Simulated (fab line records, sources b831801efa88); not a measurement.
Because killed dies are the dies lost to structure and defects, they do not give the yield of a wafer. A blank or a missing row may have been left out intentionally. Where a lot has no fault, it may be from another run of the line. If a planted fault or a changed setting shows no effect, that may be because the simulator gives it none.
fab line records ; flow sky130
record: lots: 13; wafers: 39; last-day: 50
route steps=708 shown GATE_OXIDE@197 POLY_GATE@227 LDD_N@244 LDD_LDN@293 PAD_OPEN@708
lots that met no fault: from a run of the same line without faults
start-h: hours from the record's first day to the start of the lot's first wafer shown ; wait-h: hours from the lot's prior step to this one ; " same as the row above ; L1.1+2: one row covering several wafers at once ; - value missing, or start not given ; * or withheld: withheld ; < > ~ a bound
route shown NAME@n: NAME is a module with steps in the file, n the number in the route of the first one ; usual: mean and standard deviation over wafers with no fault ; same: alike in all rows ; chamber/n: place in a boat ; sites: each site's reading ; _std_site: the values' standard deviation ; _edge_site: inner sites' mean taken away from outer sites' mean ; radius-mm: for every site, how far away it sits from the centre of the wafer ; mask NAME#n: copy n ; behind: the last tool/chamber to shape the wafer ; hold: why the lot was held/for how many hours/how that ended ; device: whichever transistor did not switch (one of n, p or np) ; end of line: the same wafers' tests at the end of the route ; for a step that has no rows: nothing shown but its recipe ; killed: dies that structure and defects cost at the first sort, which is not the same as the wafer's yield ; map: per-die view of a wafer (x killed, . not killed, _ where there is no die)
set.NAME: the setting as run; set.NAME@STEP: as run at that earlier step ; model.NAME: the simulator's own value behind a step, which no gauge read
a sample of lots followed through the steps of the route, with each step as a table and each wafer as a row
services: the hour from which a tool's chamber was out of use, counted from the record's first day as start-h (under 0 if before that day), plus the number of hours and why
== steps ==
step: SKY_GATE_OXIDE_OVL_MEAS_10
usual: GATE_OXIDE_OVL: 0.2/1.5
lot.wafer;tool;chamber;start-h;wait-h;GATE_OXIDE_OVL[nm]
L666.1;overlay-02;-;307.17;0.1;-0.4
L666.2;overlay-02;-;307.17;0.1;-0.8
L666.5;overlay-02;-;307.17;0.1;-1.6
L667.2;overlay-01;-;309.63;0.1;-0.3
L667.3;overlay-01;-;309.63;0.1;-1.2
L667.6;overlay-01;-;309.63;0.1;-0.1
L668.3;overlay-01;-;319.89;0.1;-1.1
L668.5;overlay-01;-;319.89;0.1;-1.0
L668.6;overlay-01;-;319.89;0.1;-0.7
L669.2;overlay-01;-;336.03;0.1;-1.4
L669.3;overlay-01;-;336.03;0.1;-1.1
L669.5;overlay-01;-;336.03;0.1;-1.2
L670.1;overlay-02;-;344.32;0.1;-0.1
L670.4;overlay-02;-;344.32;0.1;-2.5
L670.6;overlay-02;-;344.32;0.1;-1.6
L671.2;overlay-02;-;349.04;0.1;-1.9
L671.4;overlay-02;-;349.04;0.1;-1.4
L671.6;overlay-02;-;349.04;0.1;-1.1
L678.1;overlay-01;-;406.68;0.1;1.5
L678.2;overlay-01;-;406.68;0.1;2.6
L678.5;overlay-01;-;406.68;0.1;2.3
L683.3;overlay-02;-;453.33;0.1;-2.0
L683.4;overlay-02;-;453.33;0.1;1.0
L683.6;overlay-02;-;453.33;0.1;-0.6
L684.2;overlay-01;-;459.89;0.1;2.8
L684.4;overlay-01;-;459.89;0.1;3.4
L684.6;overlay-01;-;459.89;0.1;3.2
L685.2;overlay-01;-;471.19;0.1;0.1
L685.3;overlay-01;-;471.19;0.1;0.0
L685.4;overlay-01;-;471.19;0.1;0.3
L686.1;overlay-01;-;479.58;0.1;0.1
L686.3;overlay-01;-;479.58;0.1;0.4
L686.5;overlay-01;-;479.58;0.1;-1.3
L688.2;overlay-01;-;496.88;0.1;-2.3
L688.3;overlay-01;-;496.88;0.1;-1.2
L688.4;overlay-01;-;496.88;0.1;-0.7
L689.1;overlay-02;-;500.88;0.1;-0.1
L689.3;overlay-02;-;500.88;0.1;0.6
L689.4;overlay-02;-;500.88;0.1;-1.1
step: SKY_POLY_GATE_CD_MEAS_13
recipe: target-cd-nm: 150
usual: cd-nm: 150.0/1.3
lot.wafer;tool;chamber;start-h;wait-h;cd-nm
L666.1;cd-sem-02;-;364.87;-;150.4
L666.2;cd-sem-02;-;364.87;-;150.4
L666.5;cd-sem-02;-;364.87;-;152.0
L667.2;cd-sem-02;-;369.65;-;148.8
L667.3;cd-sem-02;-;369.65;-;149.6
L667.6;cd-sem-02;-;369.65;-;149.5
L668.3;cd-sem-02;-;380.46;-;149.3
L668.5;cd-sem-02;-;380.46;-;148.6
L668.6;cd-sem-02;-;380.46;-;149.6
L669.2;cd-sem-02;-;399.99;-;148.9
L669.3;cd-sem-02;-;399.99;-;148.1
L669.5;cd-sem-02;-;399.99;-;149.4
L670.1;cd-sem-02;-;409.58;-;152.1
L670.4;cd-sem-02;-;409.58;-;151.7
L670.6;cd-sem-02;-;409.58;-;151.9
L671.2;cd-sem-01;-;412.65;-;149.1
L671.4;cd-sem-01;-;412.65;-;148.7
L671.6;cd-sem-01;-;412.65;-;150.1
L678.1;cd-sem-02;-;474.17;-;150.8
L678.2;cd-sem-02;-;474.17;-;150.3
L678.5;cd-sem-02;-;474.17;-;150.5
L683.3;cd-sem-01;-;520.97;-;149.1
L683.4;cd-sem-01;-;520.97;-;150.1
L683.6;cd-sem-01;-;520.97;-;151.3
L684.2;cd-sem-01;-;528.29;-;149.8
L684.4;cd-sem-01;-;528.29;-;148.9
L684.6;cd-sem-01;-;528.29;-;147.7
L685.2;cd-sem-02;-;539.25;-;149.0
L685.3;cd-sem-02;-;539.25;-;149.9
L685.4;cd-sem-02;-;539.25;-;149.2
L686.1;cd-sem-02;-;546.90;-;150.1
L686.3;cd-sem-02;-;546.90;-;150.6
L686.5;cd-sem-02;-;546.90;-;148.9
L688.2;cd-sem-01;-;564.55;-;149.8
L688.3;cd-sem-01;-;564.55;-;151.3
L688.4;cd-sem-01;-;564.55;-;150.0
L689.1;cd-sem-01;-;568.47;-;152.2
L689.3;cd-sem-01;-;568.47;-;152.1
L689.4;cd-sem-01;-;568.47;-;151.4
step: SKY_LDD_N_OVL_MEAS_07
usual: LDD_N_OVL: 1.3/1.5
lot.wafer;tool;chamber;start-h;wait-h;LDD_N_OVL[nm]
L666.1;overlay-02;-;396.53;0.1;-2.2
L666.2;overlay-02;-;396.53;0.1;-0.5
L666.5;overlay-02;-;396.53;0.1;-1.9
L667.2;overlay-02;-;400.62;0.1;2.9
L667.3;overlay-02;-;400.62;0.1;2.5
L667.6;overlay-02;-;400.62;0.1;2.5
L668.3;overlay-01;-;412.69;0.1;1.0
L668.5;overlay-01;-;412.69;0.1;0.8
L668.6;overlay-01;-;412.69;0.1;1.2
L669.2;overlay-02;-;432.99;0.1;0.9
L669.3;overlay-02;-;432.99;0.1;-0.5
L669.5;overlay-02;-;432.99;0.1;-0.3
L670.1;overlay-01;-;442.33;0.1;0.4
L670.4;overlay-01;-;442.33;0.1;-1.0
L670.6;overlay-01;-;442.33;0.1;0.6
L671.2;overlay-01;-;445.29;0.1;1.4
L671.4;overlay-01;-;445.29;0.1;1.5
L671.6;overlay-01;-;445.29;0.1;2.1
L678.1;overlay-01;-;507.03;0.1;-0.4
L678.2;overlay-01;-;507.03;0.1;-1.4
L678.5;overlay-01;-;507.03;0.1;-0.5
L683.3;overlay-01;-;552.99;0.1;1.6
L683.4;overlay-01;-;552.99;0.1;2.5
L683.6;overlay-01;-;552.99;0.1;2.7
L684.2;overlay-02;-;560.32;0.1;0.1
L684.4;overlay-02;-;560.32;0.1;-0.9
L684.6;overlay-02;-;560.32;0.1;-0.3
L685.2;overlay-02;-;571.29;0.1;1.2
L685.3;overlay-02;-;571.29;0.1;0.1
L685.4;overlay-02;-;571.29;0.1;1.0
L686.1;overlay-02;-;578.37;0.1;1.3
L686.3;overlay-02;-;578.37;0.1;0.2
L686.5;overlay-02;-;578.37;0.1;0.5
L688.2;overlay-01;-;595.59;0.1;2.3
L688.3;overlay-01;-;595.59;0.1;2.8
L688.4;overlay-01;-;595.59;0.1;4.0
L689.1;overlay-02;-;599.73;0.1;2.0
L689.3;overlay-02;-;599.73;0.1;1.5
L689.4;overlay-02;-;599.73;0.1;3.9
step: SKY_LDD_LDN_EXPOSE_04
recipe: mask-id: LDNTM; na: 0.6; source-shape: conventional; sigma-outer: 0.6; polarization: unpolarized; target-cd-nm: 700; dose-mj: 140
same: na: 0.6; sigma-outer: 0.6
lot.wafer;tool;chamber;start-h;wait-h;mask
L666.1+2+5;iline-stepper-02;0;506.91;-;LDNTM#0
L667.2+3+6;iline-stepper-02;0;511.55;-;LDNTM#0
L668.3+5+6;iline-stepper-01;0;524.34;-;LDNTM#0
L669.2+3+5;iline-stepper-02;0;542.59;-;LDNTM#0
L670.1+4+6;iline-stepper-02;0;552.21;-;LDNTM#0
L671.2+4+6;iline-stepper-01;0;556.87;-;LDNTM#0
L678.1+2+5;iline-stepper-02;0;614.19;-;LDNTM_R1#0
L683.3+4+6;iline-stepper-01;0;657.81;-;LDNTM#0
L684.2+4+6;iline-stepper-01;0;663.60;-;LDNTM#0
L685.2+3+4;iline-stepper-01;0;674.94;-;LDNTM#0
L686.1+3+5;iline-stepper-02;0;680.10;-;LDNTM#0
L688.2+3+4;iline-stepper-02;0;695.93;-;LDNTM#0
L689.1+3+4;iline-stepper-01;0;701.39;-;LDNTM#0
step: SKY_PAD_OPEN_PROBE_99
usual: killed_at_M0_to_M3: 44/7; killed_at_M4_up: 3.0/1.8; killed-at-contacts: 24/4.9; killed-at-front-end: 15/5; killed-at-other: 0.2/0.53; killed-dies: 87/8.7; killed-open: 48/6.8; killed-short: 39/5.7
same: gross-dies: 492; killed-at-back-side: 0
lot.wafer;tool;chamber;start-h;wait-h;killed_at_M0_to_M3;killed_at_M4_up;killed-at-contacts;killed-at-front-end;killed-at-other;killed-dies;killed-open;killed-short
L678.2;prober-02;-;1145.02;0.1;35;4;18;11;0;68;33;34
killed by level:class
L678.2 VIA3:geometric-particle:open=8 VIA1:geometric-particle:open=5 LI_CONTACT:geometric-particle:open=5 CONTACT:geometric-particle:open=5 METAL1:geometric-particle:short=5 CONTACT:geometric-particle:short=4 METAL2:geometric-particle:short=4 VIA2:geometric-particle:open=4
== services ==
tool;chamber;start-h;hours;kind
iline-stepper-02;-;487.35;2.1;pm
iline-stepper-02;-;489.44;-;consumable-replace:lamp
iline-stepper-01;-;498.53;8.9;pm
iline-stepper-02;-;518.93;9.0;repair
iline-stepper-01;-;628.99;1.7;pm
iline-stepper-02;-;652.72;17.2;repair
iline-stepper-02;-;682.39;1.7;pm
== key ==
first-sign: step: SKY_LDD_LDN_EXPOSE_04; reading: mask; direction: changed
effect none on later readings
met-at SKY_LDD_LDN_EXPOSE_04
struck-lots L678
tester-left-out L678
not-acting-at SKY_GATE_OXIDE_OVL_MEAS_10,SKY_POLY_GATE_CD_MEAS_13,SKY_LDD_N_OVL_MEAS_07
onset-between 552.21 614.19
fault: kind: wrong-mask; tool: any; chamber: -; onset-h: 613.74; steps: SKY_LDD_LDN_EXPOSE_04; aux-copy: LDNTM_R1#0; cd-offset-nm: 49; scope: struck-lots-only
tester-left-out: of these lots the tester's yield and bins aren't shown, on N5 and GAA mostly nor the transistor test; their killed dies are dies lost to structure and defects alone, not to doping, threshold or leakage, so they don't give the yield
